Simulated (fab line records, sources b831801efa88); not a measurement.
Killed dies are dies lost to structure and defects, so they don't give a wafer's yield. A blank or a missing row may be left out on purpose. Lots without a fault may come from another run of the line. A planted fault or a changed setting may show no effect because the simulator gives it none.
Which tool did it? | flow gf180mcu | 15 lots, 45 wafers sampled, at 4 steps of a route of 602

WHAT THE GAUGES READ, wafer by wafer
GF_DNWELL_TW_MEAS_09. Usual: DNWELL_TW 1352, standard deviation 11.
lot  | measured    | on            | DNWELL_TW      | flag
L536 | day 2 18:56 | film_metro-02 | 1346 1348 1336 |
L538 | day 3 04:05 | film_metro-01 | 1358 1355 1360 |
L541 | day 3 20:41 | film_metro-01 | 1353 1361 1345 |
L544 | day 4 12:41 | film_metro-02 | 1335 1342 1345 |
L550 | day 5 22:58 | film_metro-01 | 1346 1355 1344 |
L553 | day 6 12:10 | film_metro-01 | 1364 1361 1366 |
L554 | day 6 17:50 | film_metro-02 | 1357 1368 1358 |
L555 | day 6 22:25 | film_metro-02 | 1338 1338 1341 |
L556 | day 7 04:43 | film_metro-04 | 1351 1357 1368 |
L557 | day 7 10:32 | film_metro-02 | 1338 1334 1333 |
L558 | day 7 18:05 | film_metro-04 | 1364 1363 1361 |
L559 | day 7 23:35 | film_metro-01 | 1342 1344 1333 |

GF_POLY_GATE_OVL_MEAS_11. Usual: POLY_GATE_OVL 4 nm, standard deviation 5.3.
lot  | measured     | on         | POLY_GATE_OVL (nm) | flag
L536 | day 9 05:17  | overlay-01 | -9 -2 -2           |
L538 | day 9 17:55  | overlay-02 | 2 12 5             |
L541 | day 10 13:24 | overlay-02 | 3 4 2              |
L544 | day 11 11:07 | overlay-01 | 12 6 7             |
L550 | day 13 11:31 | overlay-01 | 4 7 3              |
L553 | day 14 05:10 | overlay-02 | 7 6 5              |
L554 | day 14 11:31 | overlay-01 | 10 7 7             |
L555 | day 14 18:44 | overlay-02 | 3 5 4              |
L556 | day 15 03:34 | overlay-02 | 4 4 -1             |
L557 | day 15 12:48 | overlay-01 | 9 11 7             |
L558 | day 15 20:09 | overlay-02 | 0 2 8              |
L559 | day 16 05:11 | overlay-01 | 6 3 5              |

WHICH TOOL RAN EACH LOT (tool, then ch and the chambers of the sampled wafers, then the start)
lot  | GF_STI_OXIDATION_21          | GF_VT_IMPLANT_RTA_45
L536 | furnace-02 ch 0, day 2 02:13 | rtp_anneal-02 ch 0, day 7 12:42
L538 | furnace-02 ch 0, day 2 12:08 | rtp_anneal-02 ch 0, day 8 00:44
L541 | furnace-02 ch 0, day 3 03:46 | rtp_anneal-01 ch 0, day 8 20:59
L544 | furnace-02 ch 0, day 3 19:17 | rtp_anneal-02 ch 0, day 9 16:27
L546 | furnace-01, day 4 05:55      | -
L547 | furnace-01, day 4 10:59      | -
L548 | furnace-01, day 4 16:37      | -
L550 | furnace-01 ch 0, day 5 03:44 | rtp_anneal-02 ch 0, day 11 13:18
L553 | furnace-02 ch 0, day 5 17:37 | rtp_anneal-01 ch 0, day 12 07:31
L554 | furnace-01 ch 0, day 5 22:50 | rtp_anneal-02 ch 0, day 12 13:25
L555 | furnace-01 ch 0, day 6 03:15 | rtp_anneal-02 ch 0, day 12 19:32
L556 | furnace-01 ch 0, day 6 08:44 | rtp_anneal-01 ch 0, day 13 04:10
L557 | furnace-01 ch 0, day 6 14:44 | rtp_anneal-02 ch 0, day 13 11:43
L558 | furnace-02 ch 0, day 6 21:18 | rtp_anneal-01 ch 0, day 13 19:43
L559 | furnace-01 ch 0, day 7 03:49 | rtp_anneal-02 ch 0, day 14 02:56
- GF_STI_OXIDATION_21: stabilise 600 s, purge 300 s, target thk 15 nm.
- GF_VT_IMPLANT_RTA_45: time 30 s.

WHAT THE TOOLS THEMSELVES READ (means of the sampled wafers that have a number; where no wafer has one, the mark that the record gives instead)
GF_STI_OXIDATION_21. Usual: ox_temp_c 1000.1 C, standard deviation 0.39; ox_temp_c_max 1004.0, standard deviation 0.85; spike_tc_bottom_C 1018.4 C, standard deviation 1.2.
lot  | tool       | ox_temp_c (C) | ox_temp_c_max | spike_tc_bottom_C (C) | flag
L536 | furnace-02 | 999.9         | 1004.3        | 1017.0                |
L538 | furnace-02 | 1000.1        | 1004.4        | 1017.8                |
L541 | furnace-02 | 1000.1        | 1004.6        | 1017.5                |
L544 | furnace-02 | 1000.0        | 1004.7        | 1017.5                |
L546 | furnace-01 | -             | -             | -                     | OFF
L547 | furnace-01 | -             | -             | -                     | OFF
L548 | furnace-01 | -             | -             | -                     | OFF
L550 | furnace-01 | 1000.0        | 1004.7        | 1018.5                |
L553 | furnace-02 | 1000.2        | 1004.6        | 1017.5                |
L554 | furnace-01 | 1000.1        | 1003.8        | 1019.0                |
L555 | furnace-01 | 1000.5        | 1003.5        | 1018.2                |
L556 | furnace-01 | 1000.0        | 1003.3        | 1018.5                |
L557 | furnace-01 | 1000.0        | 1003.7        | 1019.1                |
L558 | furnace-02 | 1000.4        | 1004.9        | 1018.0                |
L559 | furnace-01 | 999.6         | 1003.7        | 1018.9                |

GF_VT_IMPLANT_RTA_45. Usual: lamp_power_pct 36 %, standard deviation 3.8; wafer_temp_C_max 1055.2, standard deviation 2.3.
lot  | tool          | lamp_power_pct (%) | wafer_temp_C_max | flag
L536 | rtp_anneal-02 | 40                 | 1053.2           |
L538 | rtp_anneal-02 | 40                 | 1053.6           |
L541 | rtp_anneal-01 | 32                 | 1055.8           |
L544 | rtp_anneal-02 | 40                 | 1053.3           |
L550 | rtp_anneal-02 | 40                 | 1053.6           |
L553 | rtp_anneal-01 | 32                 | 1059.2           |
L554 | rtp_anneal-02 | 40                 | 1053.0           |
L555 | rtp_anneal-02 | 40                 | 1053.3           |
L556 | rtp_anneal-01 | 32                 | 1056.0           |
L557 | rtp_anneal-02 | 40                 | 1053.3           |
L558 | rtp_anneal-01 | 32                 | 1057.0           |
L559 | rtp_anneal-02 | 40                 | 1053.6           |

THE ANSWER, worked out from the rows above alone
Rule: a lot is off if the mean of its wafers that have a number lies more than 3 standard deviations from the usual mean. A lot without any number at a reading at which 4 lots or more have one is off too. The other lots that the step has rows for count as sound. The gauges are gone through in route order, then the tools' own readings, and for those a lot's mean is taken as printed above. The first step at which some lot is off is used, and at that step the reading that is off furthest; a lot without a number counts as furthest.
Off: L546, L547, L548, at GF_STI_OXIDATION_21 (ox_temp_c). Without a number there: L546, L547, L548.
A tool fits if, at that step or a process step before it, it ran every lot that is off, and no sound lot after the first of them. None of those tried fits.

WHAT THE SIMULATOR HAD PUT IN
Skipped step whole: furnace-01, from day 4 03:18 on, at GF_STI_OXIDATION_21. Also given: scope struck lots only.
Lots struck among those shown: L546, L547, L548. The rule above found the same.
